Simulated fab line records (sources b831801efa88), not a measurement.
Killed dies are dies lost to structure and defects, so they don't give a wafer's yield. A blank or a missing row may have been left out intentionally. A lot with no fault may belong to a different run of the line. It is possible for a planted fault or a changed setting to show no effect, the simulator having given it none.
2 desks, one fault || flow sky130 || numbers are kept per desk, each desk with only its own; the story behind them comes last

TOOL OWNER'S DESK, furnace-01
The tool's own readings at SKY_GATE_OXIDE_OXIDATION_16 (stabilise 600 s, purge 300 s, target thk 3.57 nm): means of the sampled wafers that have a number, for each lot that ran on this tool. The brackets show how far a lot's mean lies from the usual mean; more than 4 standard deviations puts the lot out of limits, marked OUT.
Columns: A = spike_tc_centre_C at SKY_GATE_OXIDE_OXIDATION_16, usual 801.1 C; B = zone_power_top_pct at SKY_GATE_OXIDE_OXIDATION_16, usual 30.9 %
{"lot": "L706", "first seen here": "day 14 09:20", "A": 801.1, "B": 30.5}
{"lot": "L714", "first seen here": "day 16 22:16", "A": 802.1, "B": 30.5}
{"lot": "L715", "first seen here": "day 16 23:48", "A": 800.9, "B": 31.0}
{"lot": "L716", "first seen here": "day 17 10:38", "A": 800.7, "B": 30.4}
{"lot": "L724", "first seen here": "day 20 19:19", "A": 800.8, "B": 29.9}
This desk found nothing out of limits on any of the 5 lots.

THE METROLOGY DESK
What the gauges read for every lot (on any tool): the sampled wafers with a number, averaged. The brackets show how far a lot's mean lies from the usual mean; more than 4 standard deviations puts the lot out of limits, marked OUT.
Columns: A = GATE_OXIDE_OVL at SKY_GATE_OXIDE_OVL_MEAS_10, usual -0.4 nm; B = GATE_OXIDE_TW at SKY_GATE_OXIDE_TW_MEAS_14, usual 223.7
{"lot": "L706", "first seen here": "day 14 07:36", "A": -1.0, "B": 222.2}
{"lot": "L711", "first seen here": "day 15 16:45", "A": -2.7, "B": 223.3}
{"lot": "L714", "first seen here": "day 16 21:21", "A": -0.3, "B": 224.2}
{"lot": "L715", "first seen here": "day 16 22:01", "A": 0.2, "B": 224.2}
{"lot": "L716", "first seen here": "day 17 09:47", "A": -1.8, "B": 222.7}
{"lot": "L723", "first seen here": "day 20 18:47", "A": -0.2, "B": 223.7}
{"lot": "L724", "first seen here": "day 20 18:50", "A": 0.2, "B": 224.4}
This desk found nothing out of limits on any of the 7 lots.

BROUGHT TOGETHER
The tool owner's desk saw nothing out of limits.
From the metrology desk's view, nothing was out of limits.

WHAT HAD BEEN PUT IN BY THE SIMULATOR
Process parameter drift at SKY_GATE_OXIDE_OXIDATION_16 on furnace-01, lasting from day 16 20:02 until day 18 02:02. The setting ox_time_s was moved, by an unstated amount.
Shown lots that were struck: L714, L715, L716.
